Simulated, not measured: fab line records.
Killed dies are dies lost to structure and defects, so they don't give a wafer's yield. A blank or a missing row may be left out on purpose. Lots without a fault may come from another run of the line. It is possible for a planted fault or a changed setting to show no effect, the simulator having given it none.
Which tool is to blame?	flow sky130	Sampling: 15 lots, 45 wafers, 2 of 708 route steps

== WHAT EACH GAUGE READ, for each wafer ==
SKY_VIA4_BOW_MEAS_03.
lot	measured	on	VIA4_BOW (um)
L756	day 42 03:38	film-metro-04	79 74 82
L755	day 42 04:46	film-metro-04	82 71 83
L758	day 42 16:49	film-metro-03	72 71 75
L757	day 42 18:04	film-metro-03	75 71 75
L761	day 43 22:58	film-metro-04	67 75 67
L763	day 44 04:10	film-metro-03	81 75 76
L764	day 44 12:20	film-metro-03	81 75 90
L768	day 45 16:35	film-metro-03	75 60 67
L769	day 46 00:37	film-metro-03	76 83 81
L771	day 46 09:15	film-metro-03	93 76 85
L772	day 46 12:26	film-metro-03	83 75 82
L773	day 46 13:49	film-metro-02	82 80 94
L776	day 47 02:31	film-metro-04	76 86 75
L777	day 47 08:38	film-metro-04	74 74 86
L778	day 47 17:01	film-metro-04	74 76 64

== EACH LOT AND THE TOOL THAT RAN IT (in order: tool; ch and the chambers of the sampled wafers; start) ==
lot	SKY_VIA4_CMP_02
L756	cmp-01 ch 0,2,3, day 42 03:19
L755	cmp-01 ch 1,2, day 42 04:31
L758	cmp-02 ch 0,1,2, day 42 16:31
L757	cmp-01 ch 0,1,3, day 42 17:46
L761	cmp-01 ch 0,1,2, day 43 22:41
L763	cmp-02 ch 0,2, day 44 03:49
L764	cmp-01 ch 1,3, day 44 12:05
L768	cmp-02 ch 0,1,3, day 45 16:20
L769	cmp-01 ch 0,2,3, day 46 00:19
L771	cmp-01 ch 0,1, day 46 08:55
L772	cmp-02 ch 1,2,3, day 46 12:14
L773	cmp-02 ch 0,1,3, day 46 13:29
L776	cmp-02 ch 2,3, day 47 02:14
L777	cmp-02 ch 0,2,3, day 47 08:23
L778	cmp-01 ch 0,1,2, day 47 16:46
- SKY_VIA4_CMP_02: polishes SiO2.

== AS READ BY THE TOOLS THEMSELVES (means over the sampled wafers that have a number; for cases with no such wafer, the mark the record gives instead) ==
SKY_VIA4_CMP_02.
lot	tool	edge-zone-pressure-frac	motor-current-A (A)
L756	cmp-01	0.999	11.7
L755	cmp-01	0.998	11.5
L758	cmp-02	0.998	13.4
L757	cmp-01	0.996	12.6
L761	cmp-01	0.996	11.4
L763	cmp-02	0.999	11.4
L764	cmp-01	1.002	12.7
L768	cmp-02	0.998	12.3
L769	cmp-01	1.002	11.8
L771	cmp-01	0.997	12.4
L772	cmp-02	1.001	12.9
L773	cmp-02	0.997	11.8
L776	cmp-02	0.994	12.3
L777	cmp-02	0.998	11.9
L778	cmp-01	0.999	10.9

== THE ANSWER, worked out from the rows above alone ==
Rule: the lots themselves supply what counts as usual. The widest of any qualifying gaps counts: lots, ordered by their means at a reading, are off when they make up no more than a third of the lots, leave a main group of 4 or more, and stand apart from it by 3 or more times the standard deviation of that group's means. Not used: any main group whose means are identical at the precision the tables above print for the reading. A lot without any number at a reading at which 4 lots or more have one is off too. All remaining lots with rows at the step are treated as sound. Order of review: gauges by route order, followed by the tools' own readings, for which a lot's mean as printed above is used. The first step at which some lot is off is used, and at that step the reading that is off furthest; a lot without a number counts as furthest.
No lot is off at any reading shown: from this, nothing can be told.

== WHAT THE SIMULATOR PUT IN ==
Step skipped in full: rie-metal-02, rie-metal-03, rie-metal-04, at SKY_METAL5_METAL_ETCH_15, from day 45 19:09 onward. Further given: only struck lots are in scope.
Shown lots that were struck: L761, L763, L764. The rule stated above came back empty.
